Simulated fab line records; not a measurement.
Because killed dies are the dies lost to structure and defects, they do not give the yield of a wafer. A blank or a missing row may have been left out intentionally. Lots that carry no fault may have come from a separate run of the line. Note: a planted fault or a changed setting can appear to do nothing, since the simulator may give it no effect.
fab line records + flow sky130
record:
- lots: 5
- wafers: 15
- last_day: 50
route steps=708 shown VIA3@582 METAL4@598 PAD_OPEN@708
lots untouched by any fault: they come from a run of this same line in which no faults occurred
start_h: hours from the record's first day to the start of the lot's first wafer shown + wait_h: hours since the lot's step before + " same as the row above + L1.1+2: one row covering several wafers at once + - no value present, or no start provided + * or withheld: withheld + < > ~ a bound
route shown NAME@n: NAME is a module with steps in the file, n the number in the route of the first one + usual: mean/standard deviation taken from wafers without a fault + same: alike in all rows + chamber/n: place in a boat + sites: per-site readings + _std_site: standard deviation across them + _edge_site: inner sites' mean taken away from outer sites' mean + radius_mm: how far each site lies from the wafer's centre + mask NAME#n: copy n + behind: the tool/chamber that last shaped the wafer + hold: why the lot was held/for how many hours/how that ended + device: which transistor (n, p or np) failed to switch + end of line: the tests these same wafers got at the end of their route + a step with no rows: only its recipe + killed: not the wafer's yield, but the dies lost to structure and defects at the first sort + map: per-die view of a wafer (x killed, . not killed, _ where there is no die)
set.NAME: the setting that was run; set.NAME@STEP: the one run at that earlier step + model.NAME: the simulator's own value behind a step, which no gauge read
lots seen at some steps along the route; tables by step, rows by wafer
services: a tool's chamber out of use, with start hour (start_h, from the record's first day; less than 0 if before it), hours out, and reason
== steps ==
step: SKY_VIA3_EXPOSE_09
recipe:
- mask_id: VIM3
- na: 0.8
- source_shape: annular
- sigma_inner: 0.55
- sigma_outer: 0.85
- target_cd_nm: 200
- dose_mj: 38
step: SKY_VIA3_PEB_10
recipe:
- peb_temp_c: withheld
- peb_time_s: withheld
- resist: KrF-thick
step: SKY_VIA3_DEVELOP_11
recipe:
- develop_time_s: 60
- resist: KrF-thick
- dev_temp_c: 21
step: SKY_VIA3_CD_MEAS_12
recipe:
- target_cd_nm: 200
usual:
- cd_nm: 200.0/1.4
| lot.wafer | tool      | chamber | start_h | wait_h | cd_nm |
|-----------|-----------|---------|---------|--------|-------|
| L778.2    | cd_sem-01 | -       | 966.90  | -      | 199.9 |
| L778.3    | "         | -       | "       | "      | 200.2 |
| L778.5    | "         | -       | "       | "      | 200.2 |
| L786.1    | cd_sem-01 | -       | 1015.94 | -      | 198.8 |
| L786.2    | "         | -       | "       | "      | 200.2 |
| L786.6    | "         | -       | "       | "      | 199.1 |
| L789.1    | cd_sem-01 | -       | 1047.99 | -      | 200.7 |
| L789.2    | "         | -       | "       | "      | 201.1 |
| L789.4    | "         | -       | "       | "      | 199.4 |
| L792.2    | cd_sem-02 | -       | 1058.15 | -      | 200.5 |
| L792.3    | "         | -       | "       | "      | 200.8 |
| L792.4    | "         | -       | "       | "      | 200.2 |
| L794.3    | cd_sem-02 | -       | 1062.17 | -      | 196.1 |
| L794.4    | "         | -       | "       | "      | 197.9 |
| L794.5    | "         | -       | "       | "      | 197.9 |
step: SKY_VIA3_OVL_MEAS_13
usual:
- VIA3_OVL: 0/4.1
| lot.wafer | tool       | chamber | start_h | wait_h | VIA3_OVL[nm] |
|-----------|------------|---------|---------|--------|--------------|
| L778.2    | overlay-02 | -       | 967.00  | 0.1    | -5           |
| L778.3    | "          | -       | "       | "      | -12          |
| L778.5    | "          | -       | "       | "      | -3           |
| L786.1    | overlay-02 | -       | 1016.06 | 0.1    | -4           |
| L786.2    | "          | -       | "       | "      | -1           |
| L786.6    | "          | -       | "       | "      | -6           |
| L789.1    | overlay-01 | -       | 1048.11 | 0.1    | -1           |
| L789.2    | "          | -       | "       | "      | -4           |
| L789.4    | "          | -       | "       | "      | -5           |
| L792.2    | overlay-01 | -       | 1058.25 | 0.1    | 2            |
| L792.3    | "          | -       | "       | "      | 4            |
| L792.4    | "          | -       | "       | "      | 3            |
| L794.3    | overlay-01 | -       | 1062.26 | 0.1    | -4           |
| L794.4    | "          | -       | "       | "      | -1           |
| L794.5    | "          | -       | "       | "      | -5           |
step: SKY_VIA3_ETCH_14
recipe:
- chemistry: N2/H2
- target: BARC
- ion_energy_ev: 200
- source_w: 500
- bias_w: 100
- pressure_mtorr: 30
- n2_flow_sccm: 100
- h2_flow_sccm: 200
- stop_on: SiO2
- time_s: 45.9
- target_depth_a: 600
usual:
- drypump_motor_current_A: 5.7/0.6
- oes_product_au: 0.855/0.0053
- throttle_valve_pct: 13.225/0.0093
| lot.wafer | tool        | chamber | start_h | wait_h | drypump_motor_current_A | oes_product_au | rf_hours_counter_h | throttle_valve_pct |
|-----------|-------------|---------|---------|--------|-------------------------|----------------|--------------------|--------------------|
| L778.2    | rie_diel-03 | 3       | 967.03  | 0.0    | 5.2                     | 0.860          | 4                  | 13.228             |
| L778.3    | "           | 2       | "       | "      | 5.1                     | 0.850          | 14                 | 13.213             |
| L778.5    | "           | 0       | "       | "      | 6.3                     | 0.859          | -                  | 13.229             |
| L786.1    | rie_diel-03 | 0       | 1016.09 | 0.0    | 6.3                     | 0.857          | 27                 | 13.216             |
| L786.2    | "           | 3       | "       | "      | 5.2                     | 0.855          | 6                  | 13.236             |
| L786.6    | "           | 1       | "       | "      | 5.4                     | 0.852          | -                  | 13.225             |
| L789.1    | rie_diel-04 | 1       | 1048.14 | 0.0    | 6.3                     | 0.843          | 8                  | 13.224             |
| L789.2    | "           | 2       | "       | "      | 5.0                     | 0.860          | 17                 | 13.221             |
| L789.4    | "           | 3       | "       | "      | 5.2                     | 0.856          | 24                 | 13.228             |
| L792.2    | rie_diel-02 | 3       | 1058.28 | 0.0    | 6.8                     | 0.856          | 20                 | 13.235             |
| L792.3    | "           | 0       | "       | "      | 6.3                     | 0.857          | 21                 | 13.217             |
| L792.4    | "           | 1       | "       | "      | 5.6                     | 0.855          | 16                 | 13.232             |
| L794.3    | rie_diel-02 | 0       | 1062.28 | 0.0    | 6.3                     | 0.851          | 22                 | 13.218             |
| L794.4    | "           | 1       | "       | "      | 5.6                     | 0.852          | 16                 | 13.226             |
| L794.5    | "           | 1       | "       | "      | 5.5                     | 0.848          | -                  | 13.218             |
step: SKY_VIA3_ETCH_15
recipe:
- target: SiO2
- chemistry: C4F8/O2/Ar
- target_depth_nm: 507
- stop_on: TiN
- mask_material: KrF-thick
- source_w: 1500
- bias_w: 1200
- pressure_mtorr: 40
- c4f8_flow_sccm: withheld
- O2_flow_sccm: 6
- Ar_flow_sccm: 300
- time_s: 78
usual:
- oes_product_au: 0.946/0.0046
| lot.wafer | tool        | chamber | start_h | wait_h | oes_product_au | rf_hours_counter_h |
|-----------|-------------|---------|---------|--------|----------------|--------------------|
| L778.2    | rie_diel-03 | 3       | 967.07  | 0.0    | 0.943          | 4                  |
| L778.3    | "           | 2       | "       | "      | 0.947          | 14                 |
| L778.5    | "           | 0       | "       | "      | 0.944          | -                  |
| L786.1    | rie_diel-03 | 0       | 1016.13 | 0.0    | 0.946          | 27                 |
| L786.2    | "           | 3       | "       | "      | 0.948          | 6                  |
| L786.6    | "           | 1       | "       | "      | 0.952          | -                  |
| L789.1    | rie_diel-04 | 1       | 1048.19 | 0.0    | 0.941          | 8                  |
| L789.2    | "           | 2       | "       | "      | 0.944          | 17                 |
| L789.4    | "           | 3       | "       | "      | 0.947          | 24                 |
| L792.2    | rie_diel-02 | 3       | 1058.32 | 0.0    | 0.939          | 20                 |
| L792.3    | "           | 0       | "       | "      | 0.954          | 21                 |
| L792.4    | "           | 1       | "       | "      | 0.944          | 16                 |
| L794.3    | rie_diel-02 | 0       | 1062.32 | 0.0    | 0.949          | 22                 |
| L794.4    | "           | 1       | "       | "      | 0.944          | 16                 |
| L794.5    | "           | 1       | "       | "      | 0.952          | -                  |
step: SKY_VIA3_STRIP_16
recipe:
- chemistry: O2/N2
- power_w: 1400
- pressure_mtorr: 1500
- platen_temp_c: withheld
- o2_flow_sccm: 3000
- n2_flow_sccm: 300
- overash_fraction: 0.5
usual:
- drypump_motor_current_A: 5.85/0.26
- oes_product_au: 0.402/0.0051
- strip_time_to_endpoint_s: 4.123/0.026
| lot.wafer | tool            | chamber | start_h | wait_h | drypump_motor_current_A | oes_product_au | rf_hours_counter_h | strip_time_to_endpoint_s |
|-----------|-----------------|---------|---------|--------|-------------------------|----------------|--------------------|--------------------------|
| L778.2    | plasma_asher-03 | 1       | 967.13  | 0.0    | 5.83                    | 0.400          | 52                 | 4.137                    |
| L778.3    | "               | 0       | "       | "      | 5.34                    | 0.408          | -                  | 4.111                    |
| L778.5    | "               | 1       | "       | "      | 5.84                    | 0.410          | -                  | 4.126                    |
| L786.1    | plasma_asher-01 | 0       | 1016.19 | 0.0    | 6.30                    | 0.393          | 119                | 4.081                    |
| L786.2    | "               | 1       | "       | "      | 5.80                    | 0.398          | 119                | 4.132                    |
| L786.6    | "               | 0       | "       | "      | 6.31                    | 0.399          | -                  | 4.109                    |
| L789.1    | plasma_asher-02 | 0       | 1048.25 | 0.0    | 5.90                    | 0.406          | 27                 | 4.120                    |
| L789.2    | "               | 1       | "       | "      | 5.75                    | 0.397          | 27                 | 4.097                    |
| L789.4    | "               | 0       | "       | "      | 5.89                    | 0.400          | -                  | 4.134                    |
| L792.2    | plasma_asher-02 | 0       | 1058.42 | 0.1    | 5.90                    | 0.404          | 29                 | 4.093                    |
| L792.3    | "               | 0       | "       | "      | 5.91                    | 0.398          | -                  | 4.125                    |
| L792.4    | "               | 1       | "       | "      | 5.73                    | 0.410          | -                  | 4.160                    |
| L794.3    | plasma_asher-02 | 1       | 1062.42 | 0.1    | 5.72                    | 0.409          | -                  | 4.134                    |
| L794.4    | "               | 0       | "       | "      | 5.92                    | 0.400          | -                  | 4.145                    |
| L794.5    | "               | 0       | "       | "      | 5.91                    | 0.393          | -                  | 4.138                    |
step: SKY_VIA3_STRIP_17
recipe:
- chemistry: post_etch_residue_remover
- time_s: 1200
- temp_c: 72.5
step: SKY_VIA3_CLEAN_18
recipe:
- chemistry: IPA
- time_s: 180
- temp_c: 25
step: SKY_VIA3_CLEAN_19
recipe:
- chemistry: O3/DIW
- dry: n2_spin
step: SKY_VIA3_SPUTTER_20
recipe:
- material: TiN
- target_thk_nm: 20
- chamber_pressure_pa: 5
- power_w: 4000
- time_s: 80
usual:
- cathode_dc_power_W: 4000.0/0.71
- throttle_valve_pct: 30.4/1.4
| lot.wafer | tool           | chamber | start_h | wait_h | cathode_dc_power_W | throttle_valve_pct |
|-----------|----------------|---------|---------|--------|--------------------|--------------------|
| L778.2    | pvd_sputter-04 | -       | 967.73  | 0.0    | 4000.1             | 29.1               |
| L778.3    | "              | -       | "       | "      | 3999.3             | 31.7               |
| L778.5    | "              | -       | "       | "      | 3999.8             | 28.9               |
| L786.1    | pvd_sputter-03 | -       | 1017.13 | 0.0    | 4001.9             | 30.1               |
| L786.2    | "              | -       | "       | "      | 4000.2             | 30.8               |
| L786.6    | "              | -       | "       | "      | 3999.9             | 30.1               |
| L789.1    | pvd_sputter-03 | -       | 1048.87 | 0.0    | 3999.7             | 31.1               |
| L789.2    | "              | -       | "       | "      | 3999.9             | 30.0               |
| L789.4    | "              | -       | "       | "      | 3999.9             | 29.7               |
| L792.2    | pvd_sputter-02 | -       | 1059.01 | 0.0    | 3999.9             | 31.9               |
| L792.3    | "              | -       | "       | "      | 4001.7             | 30.3               |
| L792.4    | "              | -       | "       | "      | 4000.9             | 31.1               |
| L794.3    | pvd_sputter-03 | -       | 1062.98 | 0.0    | 4001.6             | 29.8               |
| L794.4    | "              | -       | "       | "      | 4000.4             | 28.1               |
| L794.5    | "              | -       | "       | "      | 4001.4             | 31.2               |
step: SKY_VIA3_CVD_21
recipe:
- material: W
- target_thk_nm: 390
- time_s: 117.31
- temp_c: 400
- pressure_torr: 40
usual:
- heater_power_w: 794/48
- susceptor_temp_C: 400.02/0.2
| lot.wafer | tool     | chamber | start_h | wait_h | heater_power_w | susceptor_temp_C | model.W_of_VIA3_CVD_21.thk_nm |
|-----------|----------|---------|---------|--------|----------------|------------------|-------------------------------|
| L778.2    | cvd_w-02 | 0       | 967.79  | 0.0    | 795            | 400.26           | 392.7                         |
| L778.3    | "        | 1       | "       | "      | 723            | 400.33           | 390.9                         |
| L778.5    | "        | 0       | "       | "      | 803            | 400.10           | 392.3                         |
| L786.1    | cvd_w-01 | 0       | 1017.19 | 0.0    | 760            | 399.79           | 395.8                         |
| L786.2    | "        | 1       | "       | "      | 847            | 400.04           | 390.8                         |
| L786.6    | "        | 0       | "       | "      | 780            | 400.24           | 393.1                         |
| L789.1    | cvd_w-02 | 1       | 1048.93 | 0.0    | 745            | 399.80           | 722.8                         |
| L789.2    | "        | 0       | "       | "      | 820            | 399.64           | 390.7                         |
| L789.4    | "        | 1       | "       | "      | 738            | 399.72           | 724.1                         |
| L792.2    | cvd_w-01 | 1       | 1059.07 | 0.0    | 864            | 399.97           | 386.7                         |
| L792.3    | "        | 1       | "       | "      | 862            | 399.95           | 386.8                         |
| L792.4    | "        | 0       | "       | "      | 791            | 400.18           | 388.7                         |
| L794.3    | cvd_w-01 | 0       | 1063.08 | 0.1    | 793            | 400.34           | 388.1                         |
| L794.4    | "        | 1       | "       | "      | 882            | 400.12           | 385.2                         |
| L794.5    | "        | 0       | "       | "      | 784            | 400.17           | 390.3                         |
step: SKY_VIA3_RS_MEAS_22
recipe:
- thk_meas_gauge: four-point-probe
- reads: W_of_VIA3_CVD_21+TiN_of_VIA3_SPUTTER_20
usual:
- VIA3_W_RS: 0.2945/0.0027
| lot.wafer | tool          | chamber | start_h | wait_h | hold                     | VIA3_W_RS[ohm/sq] |
|-----------|---------------|---------|---------|--------|--------------------------|-------------------|
| L778.2    | film_metro-03 | -       | 967.93  | 0.1    | -                        | 0.2921            |
| L778.3    | "             | -       | "       | "      | -                        | 0.2937            |
| L778.5    | "             | -       | "       | "      | -                        | 0.2924            |
| L786.1    | film_metro-04 | -       | 1017.31 | 0.1    | -                        | 0.2900            |
| L786.2    | "             | -       | "       | "      | -                        | 0.2935            |
| L786.6    | "             | -       | "       | "      | -                        | 0.2915            |
| L789.1    | film_metro-03 | -       | 1049.06 | 0.1    | await_dispo/0.2h/release | 0.1579            |
| L789.2    | "             | -       | "       | "      | await_dispo/0.2h/release | 0.2933            |
| L789.4    | "             | -       | "       | "      | await_dispo/0.2h/release | 0.1573            |
| L789.1    | film_metro-03 | -       | 1049.34 | 0.3    | -                        | 0.1577            |
| L789.2    | "             | -       | "       | "      | -                        | 0.2934            |
| L789.4    | "             | -       | "       | "      | -                        | 0.1576            |
| L792.2    | film_metro-03 | -       | 1059.21 | 0.1    | -                        | 0.2970            |
| L792.3    | "             | -       | "       | "      | -                        | 0.2958            |
| L792.4    | "             | -       | "       | "      | -                        | 0.2954            |
| L794.3    | film_metro-02 | -       | 1063.20 | 0.1    | -                        | 0.2945            |
| L794.4    | "             | -       | "       | "      | -                        | 0.2971            |
| L794.5    | "             | -       | "       | "      | -                        | 0.2932            |
step: SKY_VIA3_THK_MEAS_23
recipe:
- thk_meas_gauge: xrf
- reads: W_of_VIA3_CVD_21
usual:
- VIA3_W_THK: 403/8.1
| lot.wafer | tool          | chamber | start_h | wait_h | hold                     | VIA3_W_THK[nm] |
|-----------|---------------|---------|---------|--------|--------------------------|----------------|
| L778.2    | film_metro-03 | -       | 968.04  | 0.1    | -                        | 422            |
| L778.3    | "             | -       | "       | "      | -                        | 417            |
| L778.5    | "             | -       | "       | "      | -                        | 419            |
| L786.1    | film_metro-04 | -       | 1017.43 | 0.1    | -                        | 408            |
| L786.2    | "             | -       | "       | "      | -                        | 402            |
| L786.6    | "             | -       | "       | "      | -                        | 404            |
| L789.1    | film_metro-03 | -       | 1054.81 | 5.4    | await_dispo/0.2h/release | -              |
| L789.2    | "             | -       | "       | "      | await_dispo/0.2h/release | 414            |
| L789.4    | "             | -       | "       | "      | await_dispo/0.2h/release | -              |
| L789.1    | film_metro-03 | -       | 1055.10 | 0.3    | -                        | -              |
| L789.2    | "             | -       | "       | "      | -                        | 412            |
| L789.4    | "             | -       | "       | "      | -                        | -              |
| L792.2    | film_metro-03 | -       | 1059.32 | 0.1    | -                        | 408            |
| L792.3    | "             | -       | "       | "      | -                        | 408            |
| L792.4    | "             | -       | "       | "      | -                        | 407            |
| L794.3    | film_metro-02 | -       | 1063.30 | 0.1    | -                        | 390            |
| L794.4    | "             | -       | "       | "      | -                        | 388            |
| L794.5    | "             | -       | "       | "      | -                        | 392            |
step: SKY_VIA3_CMP_24
recipe:
- stop_on: SiO2
- t_overpolish_s: 20
- down_force_psi: 3.5
- platen_rpm: 60
- target_thk_nm: 0
- pad_velocity_m_s: 0.94248
usual:
- motor_current_A: 11.3/1.4
- time_to_endpoint_s: 95/4
| lot.wafer | tool   | chamber | start_h | wait_h | hold                     | motor_current_A | time_to_endpoint_s |
|-----------|--------|---------|---------|--------|--------------------------|-----------------|--------------------|
| L778.3    | cmp-02 | 3       | 968.14  | 0.1    | -                        | 12.0            | 93                 |
| L778.2    | "      | 1       | "       | "      | -                        | 12.6            | 95                 |
| L778.5    | "      | 2       | "       | "      | -                        | 11.7            | 96                 |
| L786.2    | cmp-02 | 1       | 1017.49 | 0.0    | -                        | 12.5            | 97                 |
| L786.1    | "      | 2       | "       | "      | -                        | 11.5            | 93                 |
| L786.6    | "      | 1       | "       | "      | -                        | 12.1            | 96                 |
| L789.1    | cmp-01 | 2       | 1057.06 | 1.9    | await_dispo/1.8h/release | 12.0            | 175                |
| L789.2    | "      | 0       | "       | "      | await_dispo/1.8h/release | 8.8             | 93                 |
| L789.4    | "      | 1       | "       | "      | await_dispo/1.8h/release | 12.2            | 173                |
| L792.2    | cmp-01 | 2       | 1059.84 | 0.5    | -                        | 12.7            | 94                 |
| L792.4    | "      | 3       | "       | "      | -                        | 9.2             | 99                 |
| L792.3    | "      | 0       | "       | "      | -                        | 9.5             | 91                 |
| L794.3    | cmp-01 | 1       | 1063.34 | 0.0    | -                        | 12.1            | 95                 |
| L794.4    | "      | 0       | "       | "      | -                        | 9.9             | 90                 |
| L794.5    | "      | 2       | "       | "      | -                        | 12.8            | 91                 |
step: SKY_METAL4_SPUTTER_00
recipe:
- material: Ti
- target_thk_nm: 15
- power_w: 3000
- time_s: 10
- chamber_pressure_pa: 0.4
usual:
- cathode_dc_power_W: 3000.0/0.55
- throttle_valve_pct: 30.1/1.2
| lot.wafer | tool           | chamber | start_h | wait_h | cathode_dc_power_W | throttle_valve_pct |
|-----------|----------------|---------|---------|--------|--------------------|--------------------|
| L778.2    | pvd_sputter-01 | -       | 968.39  | 0.1    | 2999.8             | 30.1               |
| L778.3    | "              | -       | "       | "      | 2999.7             | 28.3               |
| L778.5    | "              | -       | "       | "      | 2999.6             | 29.8               |
| L786.1    | pvd_sputter-02 | -       | 1017.79 | 0.2    | 2999.7             | 28.6               |
| L786.2    | "              | -       | "       | "      | 3000.0             | 32.1               |
| L786.6    | "              | -       | "       | "      | 2999.9             | 28.6               |
| L789.1    | pvd_sputter-02 | -       | 1057.36 | 0.2    | 3001.0             | 28.9               |
| L789.2    | "              | -       | "       | "      | 3000.4             | 31.2               |
| L789.4    | "              | -       | "       | "      | 2999.9             | 30.5               |
| L792.2    | pvd_sputter-02 | -       | 1060.16 | 0.3    | 3000.1             | 30.1               |
| L792.3    | "              | -       | "       | "      | 3000.1             | 31.4               |
| L792.4    | "              | -       | "       | "      | 2999.7             | 32.2               |
| L794.3    | pvd_sputter-03 | -       | 1063.64 | 0.2    | 2999.6             | 27.8               |
| L794.4    | "              | -       | "       | "      | 3000.5             | 27.9               |
| L794.5    | "              | -       | "       | "      | 3000.7             | 31.1               |
step: SKY_PAD_OPEN_PROBE_99
usual:
- defect_limited_yield: 82.6/2
- killed_at_M0_to_M3: 42/6.2
- killed_at_M4_up: 3.0/1.8
- killed_at_contacts: 25/5.9
- killed_at_front_end: 15/4.5
- killed_at_other: 0.2/0.45
- killed_dies: 85/9.9
- killed_open: 47/6.7
- killed_short: 39/6.4
- sort_bin_3_pad_short: 0.9/0.41
- sort_bin_5_function: 10.2/1.4
- sort_bin_6_memory: 6.3/1.1
- sort_n_pass: 407/9.9
- sort_yield_pct: 82.6/2
same:
- gross_dies: 492
- killed_at_back_side: 0
- sort_bin_4_leakage[%]: 0
- sort_bin_8_speed[%]: 0
| lot.wafer | tool      | chamber | start_h | wait_h | defect_limited_yield[%] | killed_at_M0_to_M3 | killed_at_M4_up | killed_at_contacts | killed_at_front_end | killed_at_other | killed_dies | killed_open | killed_short | sort_bin_3_pad_short[%] | sort_bin_5_function[%] | sort_bin_6_memory[%] | sort_n_pass | sort_yield_pct[%] |
|-----------|-----------|---------|---------|--------|-------------------------|--------------------|-----------------|--------------------|---------------------|-----------------|-------------|-------------|--------------|-------------------------|------------------------|----------------------|-------------|-------------------|
| L778.2    | prober-02 | -       | 1108.39 | 0.1    | 84.1                    | 31                 | 0               | 34                 | 13                  | 0               | 78          | 46          | 32           | 0.4                     | 10.2                   | 5.3                  | 414         | 84.1              |
| L778.3    | prober-02 | -       | 1108.44 | 0.2    | 83.3                    | 32                 | 3               | 33                 | 14                  | 0               | 82          | 48          | 34           | 0.6                     | 9.3                    | 6.7                  | 410         | 83.3              |
| L778.5    | prober-02 | -       | 1108.54 | 0.2    | 81.5                    | 44                 | 3               | 24                 | 20                  | 0               | 91          | 51          | 40           | 0.6                     | 12.2                   | 5.7                  | 401         | 81.5              |
| L786.1    | prober-01 | -       | 1151.84 | 0.1    | 80.1                    | 43                 | 2               | 28                 | 25                  | 0               | 98          | 54          | 44           | 1.6                     | 10.8                   | 7.5                  | 394         | 80.1              |
| L786.2    | prober-01 | -       | 1151.89 | 0.1    | 82.5                    | 47                 | 5               | 17                 | 17                  | 0               | 86          | 39          | 47           | 0.6                     | 10.4                   | 6.5                  | 406         | 82.5              |
| L786.6    | prober-01 | -       | 1152.09 | 0.2    | 80.3                    | 37                 | 3               | 26                 | 31                  | 0               | 97          | 58          | 39           | 1.0                     | 11.2                   | 7.5                  | 395         | 80.3              |
| L789.1    | prober-02 | -       | 1176.78 | 0.1    | 82.7                    | 43                 | 1               | 28                 | 13                  | 0               | 85          | 42          | 43           | 1.0                     | 10.0                   | 6.3                  | 407         | 82.7              |
| L789.2    | prober-02 | -       | 1176.83 | 0.1    | 81.9                    | 47                 | 3               | 30                 | 9                   | 0               | 89          | 50          | 39           | 0.6                     | 11.0                   | 6.5                  | 403         | 81.9              |
| L789.4    | prober-02 | -       | 1176.93 | 0.2    | 86.0                    | 33                 | 4               | 25                 | 7                   | 0               | 69          | 43          | 26           | 0.4                     | 9.6                    | 4.1                  | 423         | 86.0              |
| L794.3    | prober-02 | -       | 1189.75 | 0.2    | 81.5                    | 36                 | 2               | 35                 | 18                  | 0               | 91          | 51          | 40           | 0.6                     | 10.8                   | 7.1                  | 401         | 81.5              |
| L794.4    | prober-02 | -       | 1189.80 | 0.2    | 80.9                    | 53                 | 3               | 23                 | 14                  | 1               | 94          | 47          | 47           | 1.2                     | 10.4                   | 7.5                  | 398         | 80.9              |
| L794.5    | prober-02 | -       | 1189.85 | 0.2    | 83.5                    | 44                 | 1               | 23                 | 13                  | 0               | 81          | 47          | 34           | 0.8                     | 10.6                   | 5.1                  | 411         | 83.5              |
killed by level:class
L778.2 LI_CONTACT:geometric_particle:open=14 CONTACT:geometric_particle:open=10 VIA1:geometric_particle:open=6 VIA1:geometric_particle:short=5 VIA2:geometric_particle:open=5 FIELD_ISO:geometric_particle:open=4 METAL1:geometric_particle:short=4 LOCAL_INTERCONNECT:geometric_particle:short=4
L778.3 LI_CONTACT:geometric_particle:open=12 VIA1:geometric_particle:open=10 LI_CONTACT:geometric_particle:short=7 CONTACT:geometric_particle:short=6 VIA3:geometric_particle:open=6 VIA2:geometric_particle:open=6 POLY_GATE:geometric_particle:short=5 POLY_GATE:geometric_particle:open=5
L778.5 VIA3:geometric_particle:open=10 CONTACT:geometric_particle:open=9 VIA1:geometric_particle:open=8 VIA2:geometric_particle:open=7 LI_CONTACT:geometric_particle:open=6 VIA1:geometric_particle:short=6 FIELD_ISO:geometric_particle:short=5 POLY_GATE:geometric_particle:short=5
L786.1 VIA1:geometric_particle:open=10 CONTACT:geometric_particle:open=9 LI_CONTACT:geometric_particle:open=7 CONTACT:geometric_particle:short=7 VIA3:geometric_particle:open=7 POLY_GATE:geometric_particle:short=6 POLY_GATE:geometric_particle:open=6 FIELD_ISO:geometric_particle:short=5
L786.2 VIA1:geometric_particle:short=8 VIA2:geometric_particle:open=8 FIELD_ISO:geometric_particle:open=6 METAL2:geometric_particle:short=6 VIA3:geometric_particle:short=6 LI_CONTACT:geometric_particle:open=5 LOCAL_INTERCONNECT:geometric_particle:short=5 CONTACT:geometric_particle:open=5
L786.6 VIA1:geometric_particle:open=13 POLY_GATE:geometric_particle:short=9 VIA2:geometric_particle:open=9 FIELD_ISO:geometric_particle:open=8 LI_CONTACT:geometric_particle:open=8 POLY_GATE:geometric_particle:open=7 CONTACT:geometric_particle:open=6 LI_CONTACT:geometric_particle:short=4
L789.1 VIA1:geometric_particle:open=9 METAL1:geometric_particle:short=8 LI_CONTACT:geometric_particle:open=7 VIA2:geometric_particle:open=6 LOCAL_INTERCONNECT:geometric_particle:short=6 CONTACT:geometric_particle:short=6 VIA3:geometric_particle:open=5 CONTACT:geometric_particle:open=5
L789.2 VIA2:geometric_particle:open=12 CONTACT:geometric_particle:open=12 LI_CONTACT:geometric_particle:open=7 CONTACT:geometric_particle:short=6 METAL2:geometric_particle:short=6 VIA3:geometric_particle:open=5 VIA2:geometric_particle:short=4 VIA1:geometric_particle:short=4
L789.4 CONTACT:geometric_particle:open=12 VIA1:geometric_particle:open=7 CONTACT:geometric_particle:short=5 VIA2:geometric_particle:open=5 LI_CONTACT:geometric_particle:open=4 VIA1:geometric_particle:short=4 VIA3:geometric_particle:short=4 VIA3:geometric_particle:open=4
L794.3 LI_CONTACT:geometric_particle:open=10 CONTACT:geometric_particle:open=10 VIA1:geometric_particle:open=6 METAL2:geometric_particle:short=6 POLY_GATE:geometric_particle:open=5 LOCAL_INTERCONNECT:geometric_particle:short=5 METAL1:geometric_particle:short=5 VIA2:geometric_particle:open=5
L794.4 VIA2:geometric_particle:open=8 METAL2:geometric_particle:short=8 METAL1:geometric_particle:short=8 CONTACT:geometric_particle:open=7 VIA1:geometric_particle:open=7 VIA1:geometric_particle:short=6 POLY_GATE:geometric_particle:open=5 LI_CONTACT:geometric_particle:open=5
L794.5 VIA1:geometric_particle:open=12 CONTACT:geometric_particle:open=9 VIA2:geometric_particle:open=7 LOCAL_INTERCONNECT:geometric_particle:short=6 METAL3:geometric_particle:short=6 VIA3:geometric_particle:open=5 FIELD_ISO:geometric_particle:open=4 POLY_GATE:geometric_particle:short=3
== services ==
| tool            | chamber | start_h | hours | kind   |
|-----------------|---------|---------|-------|--------|
| pvd_sputter-01  | -       | 944.01  | 3.1   | repair |
| cmp-01          | -       | 949.93  | 0.9   | repair |
| pvd_sputter-04  | -       | 956.39  | 2.9   | repair |
| cmp-01          | -       | 958.95  | 3.0   | pm     |
| rie_diel-04     | -       | 958.96  | 8.2   | repair |
| plasma_asher-02 | -       | 959.12  | 1.4   | repair |
| cmp-01          | -       | 962.74  | 0.7   | repair |
| cmp-01          | -       | 967.68  | 1.0   | repair |
| rie_diel-02     | -       | 969.67  | 2.8   | pm     |
| rie_diel-03     | 0       | 975.41  | 4.7   | repair |
| plasma_asher-02 | -       | 977.07  | 2.0   | repair |
| cvd_w-01        | -       | 979.56  | 6.0   | pm     |
| pvd_sputter-04  | -       | 980.03  | 1.2   | repair |
| rie_diel-04     | -       | 980.94  | 0.4   | repair |
| rie_diel-02     | 2       | 991.44  | 12.5  | repair |
| rie_diel-04     | -       | 997.98  | 0.2   | repair |
| cvd_w-02        | -       | 998.83  | 1.5   | repair |
| cmp-01          | -       | 1001.59 | 17.6  | pm     |
| cvd_w-02        | -       | 1015.51 | 1.2   | repair |
| cvd_w-02        | 1       | 1026.95 | 6.9   | repair |
| cvd_w-01        | 0       | 1028.90 | 1.5   | repair |
| rie_diel-04     | 0       | 1036.99 | 5.0   | repair |
| plasma_asher-03 | -       | 1049.32 | 12.8  | repair |
| rie_diel-03     | -       | 1057.49 | 74.4  | repair |
== key ==
first_sign:
- step: SKY_VIA3_RS_MEAS_22
- reading: visit
- direction: added
effect:
- step: SKY_VIA3_RS_MEAS_22
- reading: VIA3_W_RS
- direction: down
- sigmas: 50
- usual: 0.2945
- struck: 0.1576
effect:
- step: SKY_VIA3_THK_MEAS_23
- reading: visit
- direction: added
effect:
- step: SKY_VIA3_CMP_24
- reading: time_to_endpoint_s
- direction: up
- sigmas: 20
- usual: *
- struck: *
model_effect:
- step: SKY_VIA3_CVD_21
- value: W_of_VIA3_CVD_21.thk_nm
- without: 392
- struck: 723.4
met_at SKY_VIA3_CVD_21
struck_wafers L789.1,L789.4
onset_between 967.79 1048.93
fault:
- kind: process_parameter_drift
- tool: cvd_w-02
- chamber: 1
- onset_h: 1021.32
- steps: SKY_VIA3_CVD_21
- channel: target_thk_nm
- offset: 331.43
- shape: step
- end_h: 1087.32
- acts_in: these_recipes_only
- stated: 390
